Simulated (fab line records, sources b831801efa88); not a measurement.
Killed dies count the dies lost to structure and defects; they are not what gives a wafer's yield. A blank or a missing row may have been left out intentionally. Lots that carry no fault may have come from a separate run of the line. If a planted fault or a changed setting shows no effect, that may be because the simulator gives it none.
Problem report, 8D (eight disciplines) form, completed by code + flow gf180mcu + the parts of the form that need people (team, actions taken, sign-off) are left out

== 1. THE ISSUE ==
beam energy keV at GF_HV_LDD_IMPLANT_09 reads a mean of 43.013 on 6 wafers of 2 lots; wafers without a fault read 39.999 with a standard deviation of 0.012. That is +99 or more standard deviations from the usual mean.
First seen on wafer L603.2, day 15 19:47, on implanter-01. At this step, 42 wafers from 14 lots have a number in the record. By rule, "out" or "out of limits" means more than 4 standard deviations away from the usual mean. The rest of the wafers with a number are treated as sound.

== 2. WHAT IT IS AND WHAT IT IS NOT ==
| question                    | is                     | is not                                                                          |
|-----------------------------|------------------------|---------------------------------------------------------------------------------|
| which readings at this step | beam energy keV        | -                                                                               |
| which lots                  | L603, L605             | L585, L586, L587, L588, L589, L591, L592, L593, L600, L604, L606, L608          |
| which wafers of those lots  | all that have a number | -                                                                               |
| read on which tools         | implanter-01           | implanter-02                                                                    |
| when                        | from day 15 19:47      | up to then (27 sound wafers); but 9 sound wafers of L604, L606, L608 came after |

== 3. WHAT RULES OUT EACH SUSPECT ==
Counting: any tool at a process step up to the reading is kept as a suspect provided that every lot that is out went through it and no sound lot did after the first of them.
- implanter-01 at GF_HV_LDD_IMPLANT_09: kept. It processed each lot that is out, first L603 at day 15 19:47, and no sound lot thereafter; up to then, the last sound lot it processed was L600 at day 14 22:08. Its own readings are out on those wafers: beam energy keV.
After counting, what remains is implanter-01 at GF_HV_LDD_IMPLANT_09.

== 4. THE CAUSE (what the simulator had put in) ==
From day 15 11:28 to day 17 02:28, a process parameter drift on implanter-01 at GF_HV_LDD_IMPLANT_09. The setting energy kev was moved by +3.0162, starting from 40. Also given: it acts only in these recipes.
Only this tool survived the counting.

== 5. THE CHAIN OF EFFECTS, in route order ==
One row per reading whose mean, taken over the struck wafers that have a number, lies over 3 standard deviations from the usual. Readings are gone through only where the record gives a usual standard deviation; hours: the median, over the lots, of the time from a lot's start at the first step in this table giving one to that lot's start at this step; sigmas: the change measured in usual standard deviations.
| hours | step                 | reading         | usual  | on struck wafers | change | sigmas      |
|-------|----------------------|-----------------|--------|------------------|--------|-------------|
| 0     | GF_HV_LDD_IMPLANT_09 | beam energy keV | 39.999 | 43.013           | +3.014 | +99 or more |
Process steps it contains:
- GF_HV_LDD_IMPLANT_09
Later measuring or inspecting steps at which every struck wafer that the step has a row for has a number for every such reading, and none has moved that far: GF_HV_LDD_CD_MEAS_46, GF_SALICIDE_THK_MEAS_05.

== 6. WHAT WOULD HAVE CAUGHT IT SOONER ==
The fault began at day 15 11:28; the first out-of-limits reading in this record came at day 15 19:47, 8 hours later.
